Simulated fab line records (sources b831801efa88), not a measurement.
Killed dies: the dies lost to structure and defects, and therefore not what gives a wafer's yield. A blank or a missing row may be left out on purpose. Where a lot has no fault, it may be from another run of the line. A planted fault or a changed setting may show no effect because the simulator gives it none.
fab line records :: flow sky130
record:
  lots: 7
  wafers: 21
  lastDay: 50
route steps=708 shown POLY_GATE@235 LDD_N@237 LDD_P@255
lots that met no fault: taken from a fault-free run of the same line
startH: hours from the record's opening day to when the first of the lot's shown wafers began :: waitH: hours from the lot's prior step to this one :: " same as the row above :: L1.1+2: a row that stands for several wafers :: - either no value or no given start :: * or withheld: withheld :: < > ~ a bound
route shown NAME@n: a module of which the file shows steps, and the number in the route of the first :: usual: average and standard deviation across the fault-free wafers :: same: alike in all rows :: chamber/n: place in a boat :: sites: per-site readings :: _std_site: the values' standard deviation :: _edge_site: the outer-site mean with the inner-site mean subtracted :: radiusMm: how far each site lies from the wafer's centre :: mask NAME#n: copy n :: behind: the most recent tool/chamber to have shaped the wafer :: hold: reason for holding the lot/hours on hold/outcome of the hold :: device: whichever transistor did not switch (one of n, p or np) :: end of line: tests of these same wafers at the route's end :: a step without rows: its recipe alone :: killed: not the wafer's yield, but the dies lost to structure and defects at the first sort :: map: per-die view of a wafer (x killed, . not killed, _ where there is no die)
set.NAME: the setting that was run; set.NAME@STEP: the one run at that earlier step :: model.NAME: the simulator's own value behind a step, which no gauge read
a table for each step, a row for each wafer; lots at some steps of the route
services: the hour from which a tool's chamber was out of use, counted from the record's first day as startH (under 0 if before that day), plus the number of hours and why
== steps ==
step: SKY_POLY_GATE_THK_MEAS_21
recipe:
  reads: SiO2_of_POLY_GATE_OXIDATION_20
usual:
  POLY_GATE_OXIDATION_THK: 4.00/0.076
lot.wafer: L746.1
tool: filmMetro-03
chamber: -
startH: 442.70
waitH: 0.0
POLY_GATE_OXIDATION_THK[nm]: 4.16

lot.wafer: L746.2
tool: filmMetro-03
chamber: -
startH: 442.70
waitH: 0.0
POLY_GATE_OXIDATION_THK[nm]: 4.20

lot.wafer: L746.5
tool: filmMetro-03
chamber: -
startH: 442.70
waitH: 0.0
POLY_GATE_OXIDATION_THK[nm]: 4.07

lot.wafer: L749.2
tool: filmMetro-04
chamber: -
startH: 470.56
waitH: 0.0
POLY_GATE_OXIDATION_THK[nm]: 3.95

lot.wafer: L749.3
tool: filmMetro-04
chamber: -
startH: 470.56
waitH: 0.0
POLY_GATE_OXIDATION_THK[nm]: 3.91

lot.wafer: L749.4
tool: filmMetro-04
chamber: -
startH: 470.56
waitH: 0.0
POLY_GATE_OXIDATION_THK[nm]: 3.93

lot.wafer: L751.1
tool: filmMetro-03
chamber: -
startH: 487.17
waitH: 0.0
POLY_GATE_OXIDATION_THK[nm]: 3.95

lot.wafer: L751.4
tool: filmMetro-03
chamber: -
startH: 487.17
waitH: 0.0
POLY_GATE_OXIDATION_THK[nm]: 3.94

lot.wafer: L751.5
tool: filmMetro-03
chamber: -
startH: 487.17
waitH: 0.0
POLY_GATE_OXIDATION_THK[nm]: 4.00

lot.wafer: L757.1
tool: filmMetro-03
chamber: -
startH: 536.77
waitH: 0.0
POLY_GATE_OXIDATION_THK[nm]: 4.10

lot.wafer: L757.3
tool: filmMetro-03
chamber: -
startH: 536.77
waitH: 0.0
POLY_GATE_OXIDATION_THK[nm]: 3.97

lot.wafer: L757.4
tool: filmMetro-03
chamber: -
startH: 536.77
waitH: 0.0
POLY_GATE_OXIDATION_THK[nm]: 3.97

lot.wafer: L758.3
tool: filmMetro-02
chamber: -
startH: 543.04
waitH: 0.0
POLY_GATE_OXIDATION_THK[nm]: 4.03

lot.wafer: L758.5
tool: filmMetro-02
chamber: -
startH: 543.04
waitH: 0.0
POLY_GATE_OXIDATION_THK[nm]: 3.96

lot.wafer: L758.6
tool: filmMetro-02
chamber: -
startH: 543.04
waitH: 0.0
POLY_GATE_OXIDATION_THK[nm]: 4.01

lot.wafer: L759.2
tool: filmMetro-04
chamber: -
startH: 552.39
waitH: 0.0
POLY_GATE_OXIDATION_THK[nm]: 3.96

lot.wafer: L759.3
tool: filmMetro-04
chamber: -
startH: 552.39
waitH: 0.0
POLY_GATE_OXIDATION_THK[nm]: 3.93

lot.wafer: L759.6
tool: filmMetro-04
chamber: -
startH: 552.39
waitH: 0.0
POLY_GATE_OXIDATION_THK[nm]: 3.88

lot.wafer: L761.1
tool: filmMetro-03
chamber: -
startH: 567.93
waitH: 0.0
POLY_GATE_OXIDATION_THK[nm]: 3.90

lot.wafer: L761.3
tool: filmMetro-03
chamber: -
startH: 567.93
waitH: 0.0
POLY_GATE_OXIDATION_THK[nm]: 3.87

lot.wafer: L761.6
tool: filmMetro-03
chamber: -
startH: 567.93
waitH: 0.0
POLY_GATE_OXIDATION_THK[nm]: 3.93
step: SKY_POLY_GATE_CD_MEAS_22
usual:
  cdNm: 149.9/2
lot.wafer: L746.1
tool: cdSem-01
chamber: -
startH: 442.76
waitH: 0.1
cdNm: 149.9

lot.wafer: L746.2
tool: cdSem-01
chamber: -
startH: 442.76
waitH: 0.1
cdNm: 149.0

lot.wafer: L746.5
tool: cdSem-01
chamber: -
startH: 442.76
waitH: 0.1
cdNm: 150.4

lot.wafer: L749.2
tool: cdSem-01
chamber: -
startH: 470.64
waitH: 0.1
cdNm: 150.7

lot.wafer: L749.3
tool: cdSem-01
chamber: -
startH: 470.64
waitH: 0.1
cdNm: 149.8

lot.wafer: L749.4
tool: cdSem-01
chamber: -
startH: 470.64
waitH: 0.1
cdNm: 151.5

lot.wafer: L751.1
tool: cdSem-02
chamber: -
startH: 487.23
waitH: 0.1
cdNm: 150.1

lot.wafer: L751.4
tool: cdSem-02
chamber: -
startH: 487.23
waitH: 0.1
cdNm: 148.3

lot.wafer: L751.5
tool: cdSem-02
chamber: -
startH: 487.23
waitH: 0.1
cdNm: 152.1

lot.wafer: L757.1
tool: cdSem-02
chamber: -
startH: 536.83
waitH: 0.1
cdNm: 152.4

lot.wafer: L757.3
tool: cdSem-02
chamber: -
startH: 536.83
waitH: 0.1
cdNm: 151.7

lot.wafer: L757.4
tool: cdSem-02
chamber: -
startH: 536.83
waitH: 0.1
cdNm: 153.9

lot.wafer: L758.3
tool: cdSem-02
chamber: -
startH: 543.14
waitH: 0.1
cdNm: 149.9

lot.wafer: L758.5
tool: cdSem-02
chamber: -
startH: 543.14
waitH: 0.1
cdNm: 151.4

lot.wafer: L758.6
tool: cdSem-02
chamber: -
startH: 543.14
waitH: 0.1
cdNm: 151.3

lot.wafer: L759.2
tool: cdSem-01
chamber: -
startH: 552.46
waitH: 0.1
cdNm: 152.3

lot.wafer: L759.3
tool: cdSem-01
chamber: -
startH: 552.46
waitH: 0.1
cdNm: 151.2

lot.wafer: L759.6
tool: cdSem-01
chamber: -
startH: 552.46
waitH: 0.1
cdNm: 153.2

lot.wafer: L761.1
tool: cdSem-01
chamber: -
startH: 567.99
waitH: 0.1
cdNm: 150.5

lot.wafer: L761.3
tool: cdSem-01
chamber: -
startH: 567.99
waitH: 0.1
cdNm: 147.5

lot.wafer: L761.6
tool: cdSem-01
chamber: -
startH: 567.99
waitH: 0.1
cdNm: 150.0
step: SKY_LDD_N_DEHYDRATE_00
recipe:
  tempC: 200
  timeS: 60
step: SKY_LDD_N_HMDS_01
recipe:
  primeTimeS: 60
  primeTempC: 120
step: SKY_LDD_N_COAT_02
recipe:
  resist: NOVOLAK
  spinRpm: 3000
  resistThkNm: 300
step: SKY_LDD_N_SOFTBAKE_03
recipe:
  tempC: 90
  timeS: 60
  resist: NOVOLAK
step: SKY_LDD_N_EXPOSE_04
recipe:
  maskId: NTM
  targetCdNm: 840
  na: 0.6
  sourceShape: conventional
  sigmaOuter: 0.6
  doseMj: 110
step: SKY_LDD_N_PEB_05
recipe:
  tempC: withheld
  timeS: *
  resist: NOVOLAK
step: SKY_LDD_N_DEVELOP_06
recipe:
  developTimeS: 60
  devTempC: 23
step: SKY_LDD_N_OVL_MEAS_07
usual:
  LDD_N_OVL: 1.1/1.7
lot.wafer: L746.1
tool: overlay-02
chamber: -
startH: 473.78
waitH: 0.1
LDD_N_OVL[nm]: 1.6

lot.wafer: L746.2
tool: overlay-02
chamber: -
startH: 473.78
waitH: 0.1
LDD_N_OVL[nm]: 1.0

lot.wafer: L746.5
tool: overlay-02
chamber: -
startH: 473.78
waitH: 0.1
LDD_N_OVL[nm]: 1.3

lot.wafer: L749.2
tool: overlay-02
chamber: -
startH: 501.03
waitH: 0.1
LDD_N_OVL[nm]: 1.8

lot.wafer: L749.3
tool: overlay-02
chamber: -
startH: 501.03
waitH: 0.1
LDD_N_OVL[nm]: 0.6

lot.wafer: L749.4
tool: overlay-02
chamber: -
startH: 501.03
waitH: 0.1
LDD_N_OVL[nm]: 2.1

lot.wafer: L751.1
tool: overlay-02
chamber: -
startH: 517.28
waitH: 0.1
LDD_N_OVL[nm]: 3.1

lot.wafer: L751.4
tool: overlay-02
chamber: -
startH: 517.28
waitH: 0.1
LDD_N_OVL[nm]: 4.9

lot.wafer: L751.5
tool: overlay-02
chamber: -
startH: 517.28
waitH: 0.1
LDD_N_OVL[nm]: 3.6

lot.wafer: L757.1
tool: overlay-02
chamber: -
startH: 566.83
waitH: 0.1
LDD_N_OVL[nm]: -0.2

lot.wafer: L757.3
tool: overlay-02
chamber: -
startH: 566.83
waitH: 0.1
LDD_N_OVL[nm]: 0.8

lot.wafer: L757.4
tool: overlay-02
chamber: -
startH: 566.83
waitH: 0.1
LDD_N_OVL[nm]: -1.5

lot.wafer: L758.3
tool: overlay-01
chamber: -
startH: 572.14
waitH: 0.1
LDD_N_OVL[nm]: 2.1

lot.wafer: L758.5
tool: overlay-01
chamber: -
startH: 572.14
waitH: 0.1
LDD_N_OVL[nm]: 0.0

lot.wafer: L758.6
tool: overlay-01
chamber: -
startH: 572.14
waitH: 0.1
LDD_N_OVL[nm]: 2.1

lot.wafer: L759.2
tool: overlay-02
chamber: -
startH: 582.12
waitH: 0.1
LDD_N_OVL[nm]: -2.2

lot.wafer: L759.3
tool: overlay-02
chamber: -
startH: 582.12
waitH: 0.1
LDD_N_OVL[nm]: 0.2

lot.wafer: L759.6
tool: overlay-02
chamber: -
startH: 582.12
waitH: 0.1
LDD_N_OVL[nm]: 1.0

lot.wafer: L761.1
tool: overlay-02
chamber: -
startH: 597.27
waitH: 0.1
LDD_N_OVL[nm]: -3.6

lot.wafer: L761.3
tool: overlay-02
chamber: -
startH: 597.27
waitH: 0.1
LDD_N_OVL[nm]: -1.4

lot.wafer: L761.6
tool: overlay-02
chamber: -
startH: 597.27
waitH: 0.1
LDD_N_OVL[nm]: -0.7
step: SKY_LDD_N_IMPLANT_08
recipe:
  species: As
  energyKev: 20
  doseCm2: 7.5e+13
  tiltDeg: withheld
  rotationDeg: 23
step: SKY_LDD_N_IMPLANT_09
recipe:
  species: As
  energyKev: 20
  doseCm2: 7.5e+13
  tiltDeg: withheld
  rotationDeg: 113
step: SKY_LDD_N_IMPLANT_10
recipe:
  species: As
  energyKev: 19.79
  doseCm2: 7.5e+13
  tiltDeg: withheld
  rotationDeg: 203
usual:
  endStationPressureTorr: 5.35e-06/3e-07
lot.wafer: L746.1
tool: implanter-02
chamber: 0
startH: 474.11
waitH: 0.1
endStationPressureTorr: 5.31e-06

lot.wafer: L746.2
tool: implanter-02
chamber: 0
startH: 474.11
waitH: 0.1
endStationPressureTorr: 5.78e-06

lot.wafer: L746.5
tool: implanter-02
chamber: 0
startH: 474.11
waitH: 0.1
endStationPressureTorr: 5.29e-06

lot.wafer: L746.1
tool: implanter-02
chamber: 0
startH: 474.43
waitH: 0.3
endStationPressureTorr: 5.37e-06

lot.wafer: L746.2
tool: implanter-02
chamber: 0
startH: 474.43
waitH: 0.3
endStationPressureTorr: 5.07e-06

lot.wafer: L746.5
tool: implanter-02
chamber: 0
startH: 474.43
waitH: 0.3
endStationPressureTorr: 5.53e-06

lot.wafer: L749.2
tool: implanter-03
chamber: 0
startH: 501.39
waitH: 0.1
endStationPressureTorr: 5.39e-06

lot.wafer: L749.3
tool: implanter-03
chamber: 0
startH: 501.39
waitH: 0.1
endStationPressureTorr: 5.47e-06

lot.wafer: L749.4
tool: implanter-03
chamber: 0
startH: 501.39
waitH: 0.1
endStationPressureTorr: 5.8e-06

lot.wafer: L749.2
tool: implanter-03
chamber: 0
startH: 501.70
waitH: 0.3
endStationPressureTorr: 5.52e-06

lot.wafer: L749.3
tool: implanter-03
chamber: 0
startH: 501.70
waitH: 0.3
endStationPressureTorr: 5.4e-06

lot.wafer: L749.4
tool: implanter-03
chamber: 0
startH: 501.70
waitH: 0.3
endStationPressureTorr: 5.63e-06

lot.wafer: L751.1
tool: implanter-04
chamber: 0
startH: 517.61
waitH: 0.1
endStationPressureTorr: 6.07e-06

lot.wafer: L751.4
tool: implanter-04
chamber: 0
startH: 517.61
waitH: 0.1
endStationPressureTorr: 5.76e-06

lot.wafer: L751.5
tool: implanter-04
chamber: 0
startH: 517.61
waitH: 0.1
endStationPressureTorr: 5.47e-06

lot.wafer: L751.1
tool: implanter-04
chamber: 0
startH: 517.93
waitH: 0.3
endStationPressureTorr: 4.86e-06

lot.wafer: L751.4
tool: implanter-04
chamber: 0
startH: 517.93
waitH: 0.3
endStationPressureTorr: 5.21e-06

lot.wafer: L751.5
tool: implanter-04
chamber: 0
startH: 517.93
waitH: 0.3
endStationPressureTorr: 5.05e-06

lot.wafer: L757.1
tool: implanter-04
chamber: 0
startH: 567.17
waitH: 0.1
endStationPressureTorr: 5.55e-06

lot.wafer: L757.3
tool: implanter-04
chamber: 0
startH: 567.17
waitH: 0.1
endStationPressureTorr: 5.37e-06

lot.wafer: L757.4
tool: implanter-04
chamber: 0
startH: 567.17
waitH: 0.1
endStationPressureTorr: 5.22e-06

lot.wafer: L758.3
tool: implanter-04
chamber: 0
startH: 572.51
waitH: 0.1
endStationPressureTorr: 5.06e-06

lot.wafer: L758.5
tool: implanter-04
chamber: 0
startH: 572.51
waitH: 0.1
endStationPressureTorr: 5.2e-06

lot.wafer: L758.6
tool: implanter-04
chamber: 0
startH: 572.51
waitH: 0.1
endStationPressureTorr: 4.81e-06

lot.wafer: L759.2
tool: implanter-04
chamber: 0
startH: 582.48
waitH: 0.1
endStationPressureTorr: 5.31e-06

lot.wafer: L759.3
tool: implanter-04
chamber: 0
startH: 582.48
waitH: 0.1
endStationPressureTorr: 5.59e-06

lot.wafer: L759.6
tool: implanter-04
chamber: 0
startH: 582.48
waitH: 0.1
endStationPressureTorr: 5.95e-06

lot.wafer: L761.1
tool: implanter-03
chamber: 0
startH: 597.60
waitH: 0.1
endStationPressureTorr: 5.6e-06

lot.wafer: L761.3
tool: implanter-03
chamber: 0
startH: 597.60
waitH: 0.1
endStationPressureTorr: 5.16e-06

lot.wafer: L761.6
tool: implanter-03
chamber: 0
startH: 597.60
waitH: 0.1
endStationPressureTorr: 5.07e-06
step: SKY_LDD_N_IMPLANT_11
recipe:
  species: As
  energyKev: 20
  doseCm2: 7.5e+13
  tiltDeg: withheld
  rotationDeg: 293
step: SKY_LDD_N_IMPLANT_12
recipe:
  species: BF2
  energyKev: 50
  doseCm2: 5e+12
  tiltDeg: 30
  rotationDeg: 0
step: SKY_LDD_N_IMPLANT_13
recipe:
  species: BF2
  energyKev: 50
  doseCm2: 5e+12
  tiltDeg: 30
  rotationDeg: 90
step: SKY_LDD_N_IMPLANT_14
recipe:
  species: BF2
  energyKev: 50
  doseCm2: 5e+12
  tiltDeg: 30
  rotationDeg: 180
step: SKY_LDD_N_IMPLANT_15
recipe:
  species: BF2
  energyKev: 50
  doseCm2: 5e+12
  tiltDeg: 30
  rotationDeg: 270
step: SKY_LDD_N_STRIP_16
recipe:
  chemistry: O2/N2
  powerW: 1400
  pressureMtorr: 1500
  platenTempC: withheld
  o2FlowSccm: 3000
  n2FlowSccm: 300
  overashFraction: 0.5
usual:
  drypumpMotorCurrentA: 5.7/0.56
  oesProductAu: 0.407/0.0046
  stripTimeToEndpointS: 4.313/0.014
lot.wafer: L746.1
tool: plasmaAsher-03
chamber: 1
startH: 475.37
waitH: 0.2
drypumpMotorCurrentA: 5.3
oesProductAu: 0.403
rfHoursCounterH: 36
stripTimeToEndpointS: 4.505

lot.wafer: L746.2
tool: plasmaAsher-03
chamber: 0
startH: 475.37
waitH: 0.2
drypumpMotorCurrentA: 6.2
oesProductAu: 0.411
rfHoursCounterH: 36
stripTimeToEndpointS: 4.530

lot.wafer: L746.5
tool: plasmaAsher-03
chamber: 0
startH: 475.37
waitH: 0.2
drypumpMotorCurrentA: 6.2
oesProductAu: 0.404
rfHoursCounterH: -
stripTimeToEndpointS: 4.525

lot.wafer: L749.2
tool: plasmaAsher-03
chamber: 1
startH: 502.58
waitH: 0.1
drypumpMotorCurrentA: 5.4
oesProductAu: 0.410
rfHoursCounterH: 39
stripTimeToEndpointS: 4.523

lot.wafer: L749.3
tool: plasmaAsher-03
chamber: 0
startH: 502.58
waitH: 0.1
drypumpMotorCurrentA: 6.2
oesProductAu: 0.404
rfHoursCounterH: -
stripTimeToEndpointS: 4.520

lot.wafer: L749.4
tool: plasmaAsher-03
chamber: 1
startH: 502.58
waitH: 0.1
drypumpMotorCurrentA: 5.3
oesProductAu: 0.409
rfHoursCounterH: -
stripTimeToEndpointS: 4.543

lot.wafer: L751.1
tool: plasmaAsher-01
chamber: 1
startH: 518.83
waitH: 0.1
drypumpMotorCurrentA: 6.1
oesProductAu: 0.398
rfHoursCounterH: 83
stripTimeToEndpointS: 4.503

lot.wafer: L751.4
tool: plasmaAsher-01
chamber: 1
startH: 518.83
waitH: 0.1
drypumpMotorCurrentA: 6.1
oesProductAu: 0.407
rfHoursCounterH: -
stripTimeToEndpointS: 4.514

lot.wafer: L751.5
tool: plasmaAsher-01
chamber: 1
startH: 518.83
waitH: 0.1
drypumpMotorCurrentA: 6.1
oesProductAu: 0.404
rfHoursCounterH: -
stripTimeToEndpointS: 4.502

lot.wafer: L757.1
tool: plasmaAsher-01
chamber: 1
startH: 568.07
waitH: 0.1
drypumpMotorCurrentA: 6.1
oesProductAu: 0.414
rfHoursCounterH: 88
stripTimeToEndpointS: 4.338

lot.wafer: L757.3
tool: plasmaAsher-01
chamber: 0
startH: 568.07
waitH: 0.1
drypumpMotorCurrentA: 6.3
oesProductAu: 0.419
rfHoursCounterH: -
stripTimeToEndpointS: 4.306

lot.wafer: L757.4
tool: plasmaAsher-01
chamber: 1
startH: 568.07
waitH: 0.1
drypumpMotorCurrentA: 6.1
oesProductAu: 0.402
rfHoursCounterH: -
stripTimeToEndpointS: 4.312

lot.wafer: L758.3
tool: plasmaAsher-02
chamber: 0
startH: 573.40
waitH: 0.1
drypumpMotorCurrentA: 5.5
oesProductAu: 0.409
rfHoursCounterH: -
stripTimeToEndpointS: 4.332

lot.wafer: L758.5
tool: plasmaAsher-02
chamber: 1
startH: 573.40
waitH: 0.1
drypumpMotorCurrentA: 4.8
oesProductAu: 0.408
rfHoursCounterH: -
stripTimeToEndpointS: 4.331

lot.wafer: L758.6
tool: plasmaAsher-02
chamber: 0
startH: 573.40
waitH: 0.1
drypumpMotorCurrentA: 5.5
oesProductAu: 0.407
rfHoursCounterH: -
stripTimeToEndpointS: 4.334

lot.wafer: L759.2
tool: plasmaAsher-01
chamber: 1
startH: 583.35
waitH: 0.1
drypumpMotorCurrentA: 6.1
oesProductAu: 0.406
rfHoursCounterH: 90
stripTimeToEndpointS: 4.308

lot.wafer: L759.3
tool: plasmaAsher-01
chamber: 0
startH: 583.35
waitH: 0.1
drypumpMotorCurrentA: 6.3
oesProductAu: 0.411
rfHoursCounterH: -
stripTimeToEndpointS: 4.305

lot.wafer: L759.6
tool: plasmaAsher-01
chamber: 1
startH: 583.35
waitH: 0.1
drypumpMotorCurrentA: 6.1
oesProductAu: 0.414
rfHoursCounterH: -
stripTimeToEndpointS: 4.308

lot.wafer: L761.1
tool: plasmaAsher-03
chamber: 0
startH: 598.50
waitH: 0.1
drypumpMotorCurrentA: 6.2
oesProductAu: 0.405
rfHoursCounterH: 49
stripTimeToEndpointS: 4.318

lot.wafer: L761.3
tool: plasmaAsher-03
chamber: 0
startH: 598.50
waitH: 0.1
drypumpMotorCurrentA: 6.2
oesProductAu: 0.410
rfHoursCounterH: -
stripTimeToEndpointS: 4.307

lot.wafer: L761.6
tool: plasmaAsher-03
chamber: 1
startH: 598.50
waitH: 0.1
drypumpMotorCurrentA: 5.3
oesProductAu: 0.407
rfHoursCounterH: -
stripTimeToEndpointS: 4.312
step: SKY_LDD_N_TW_MEAS_17
usual:
  LDD_N_TW: 2567/25
lot.wafer: L746.1
tool: filmMetro-03
chamber: -
startH: 475.54
waitH: 0.1
LDD_N_TW: 2714

lot.wafer: L746.2
tool: filmMetro-03
chamber: -
startH: 475.54
waitH: 0.1
LDD_N_TW: 2705

lot.wafer: L746.5
tool: filmMetro-03
chamber: -
startH: 475.54
waitH: 0.1
LDD_N_TW: 2708

lot.wafer: L749.2
tool: filmMetro-01
chamber: -
startH: 502.69
waitH: 0.1
LDD_N_TW: 2646

lot.wafer: L749.3
tool: filmMetro-01
chamber: -
startH: 502.69
waitH: 0.1
LDD_N_TW: 2647

lot.wafer: L749.4
tool: filmMetro-01
chamber: -
startH: 502.69
waitH: 0.1
LDD_N_TW: 2635

lot.wafer: L751.1
tool: filmMetro-03
chamber: -
startH: 518.93
waitH: 0.1
LDD_N_TW: 2694

lot.wafer: L751.4
tool: filmMetro-03
chamber: -
startH: 518.93
waitH: 0.1
LDD_N_TW: 2726

lot.wafer: L751.5
tool: filmMetro-03
chamber: -
startH: 518.93
waitH: 0.1
LDD_N_TW: 2703

lot.wafer: L757.1
tool: filmMetro-01
chamber: -
startH: 568.17
waitH: 0.1
LDD_N_TW: 2560

lot.wafer: L757.3
tool: filmMetro-01
chamber: -
startH: 568.17
waitH: 0.1
LDD_N_TW: 2558

lot.wafer: L757.4
tool: filmMetro-01
chamber: -
startH: 568.17
waitH: 0.1
LDD_N_TW: 2570

lot.wafer: L758.3
tool: filmMetro-02
chamber: -
startH: 573.48
waitH: 0.1
LDD_N_TW: 2545

lot.wafer: L758.5
tool: filmMetro-02
chamber: -
startH: 573.48
waitH: 0.1
LDD_N_TW: 2557

lot.wafer: L758.6
tool: filmMetro-02
chamber: -
startH: 573.48
waitH: 0.1
LDD_N_TW: 2546

lot.wafer: L759.2
tool: filmMetro-01
chamber: -
startH: 583.46
waitH: 0.1
LDD_N_TW: 2545

lot.wafer: L759.3
tool: filmMetro-01
chamber: -
startH: 583.46
waitH: 0.1
LDD_N_TW: 2558

lot.wafer: L759.6
tool: filmMetro-01
chamber: -
startH: 583.46
waitH: 0.1
LDD_N_TW: 2548

lot.wafer: L761.1
tool: filmMetro-02
chamber: -
startH: 598.60
waitH: 0.1
LDD_N_TW: 2548

lot.wafer: L761.3
tool: filmMetro-02
chamber: -
startH: 598.60
waitH: 0.1
LDD_N_TW: 2551

lot.wafer: L761.6
tool: filmMetro-02
chamber: -
startH: 598.60
waitH: 0.1
LDD_N_TW: 2537
step: SKY_LDD_P_DEHYDRATE_00
recipe:
  tempC: 200
  timeS: 60
== services ==
tool: plasmaAsher-02
chamber: -
startH: 453.70
hours: 1.1
kind: repair

tool: plasmaAsher-01
chamber: -
startH: 501.71
hours: 4.3
kind: pm

tool: implanter-03
chamber: -
startH: 504.95
hours: 4.0
kind: pm

tool: implanter-04
chamber: -
startH: 519.94
hours: 2.8
kind: repair

tool: implanter-02
chamber: -
startH: 546.93
hours: 1.2
kind: repair

tool: implanter-03
chamber: -
startH: 592.37
hours: 4.9
kind: repair
== key ==
firstSign:
  step: SKY_LDD_N_IMPLANT_10
  reading: visit
  direction: added
effect:
  step: SKY_LDD_N_STRIP_16
  reading: stripTimeToEndpointS
  direction: up
  sigmas: 14
  usual: *
  struck: *
effect:
  step: SKY_LDD_N_TW_MEAS_17
  reading: LDD_N_TW
  direction: up
  sigmas: 4.7
  usual: 2567
  struck: 2686
metAt SKY_LDD_N_IMPLANT_10
struckWafers L746.1,L746.2,L746.5,L749.2,L749.3,L749.4,L751.1,L751.4,L751.5
rowsEnd L746.1,L746.2,L746.5,L749.2,L749.3,L749.4,L751.1,L751.4,L751.5
fault:
  kind: repeatedStepWhole
  tool: implanter-02,implanter-03,implanter-04
  chamber: -
  onsetH: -
  steps: SKY_LDD_N_IMPLANT_10
  times: 1
  scope: struckLotsOnly
rowsEnd: these wafers met a further fault down the route, and their rows from its step on are left out
